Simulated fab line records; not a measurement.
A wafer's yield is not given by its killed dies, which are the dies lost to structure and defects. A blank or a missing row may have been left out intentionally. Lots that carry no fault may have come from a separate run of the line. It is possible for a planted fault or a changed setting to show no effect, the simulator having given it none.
Which tool did it? :: flow gf180mcu :: 6 lots, 18 wafers sampled, at 2 steps of a route of 602

== WHAT EACH GAUGE READ, for each wafer ==
GF_SALICIDE_RS_MEAS_04: measures by four-point-probe.
lot: L852
measured: day 16 10:02
on: film-metro-01
SALICIDE_TIN_RS (ohm/sq): 16.8 16.5 16.2

lot: L858
measured: day 18 07:36
on: film-metro-03
SALICIDE_TIN_RS (ohm/sq): 16.1 16.2 16.2

lot: L861
measured: day 19 13:59
on: film-metro-02
SALICIDE_TIN_RS (ohm/sq): 57.5 57.3 57.5

lot: L864
measured: day 20 12:40
on: film-metro-02
SALICIDE_TIN_RS (ohm/sq): 16.5 16.1 16.6

lot: L866
measured: day 21 06:28
on: film-metro-02
SALICIDE_TIN_RS (ohm/sq): 16.0 16.2 16.1

lot: L871
measured: day 22 23:51
on: film-metro-02
SALICIDE_TIN_RS (ohm/sq): 16.5 16.8 16.2

== TOOL THAT RAN EACH LOT (tool first, then ch and the chambers of the sampled wafers, then the start) ==
lot: L852
GF_SALICIDE_SPUTTER_02: pvd-sputter-02, day 16 09:58

lot: L858
GF_SALICIDE_SPUTTER_02: pvd-sputter-04, day 18 07:31

lot: L861
GF_SALICIDE_SPUTTER_02: pvd-sputter-03, day 19 13:55

lot: L864
GF_SALICIDE_SPUTTER_02: pvd-sputter-03, day 20 12:36

lot: L866
GF_SALICIDE_SPUTTER_02: pvd-sputter-04, day 21 06:25

lot: L871
GF_SALICIDE_SPUTTER_02: pvd-sputter-03, day 22 23:47
- GF_SALICIDE_SPUTTER_02: material Co, target thk 10 nm, time 19.75 s.

== THE ANSWER, worked out from the rows above alone ==
Rule: what is usual is taken from the lots themselves. The widest of any qualifying gaps counts: lots, ordered by their means at a reading, are off when they make up no more than a third of the lots, leave a main group of 4 or more, and stand apart from it by 3 or more times the standard deviation of that group's means. Not used: any main group whose means are identical at the precision the tables above print for the reading. A lot without any number at a reading at which 4 lots or more have one is off too. Where the step has rows for the other lots, those lots are counted as sound.
Off: at GF_SALICIDE_RS_MEAS_04 (SALICIDE_TIN_RS), L861. The main group has a mean of 16.3 ohm/sq with a standard deviation of 0.17.
If a tool, at a process step before that reading, ran all the lots that are off and no sound lot after the first of them, it fits. Those tools and the gauges at GF_SALICIDE_RS_MEAS_04 are tried in the same way. Not one of the candidates tried fits.

== WHAT THE SIMULATOR PUT IN ==
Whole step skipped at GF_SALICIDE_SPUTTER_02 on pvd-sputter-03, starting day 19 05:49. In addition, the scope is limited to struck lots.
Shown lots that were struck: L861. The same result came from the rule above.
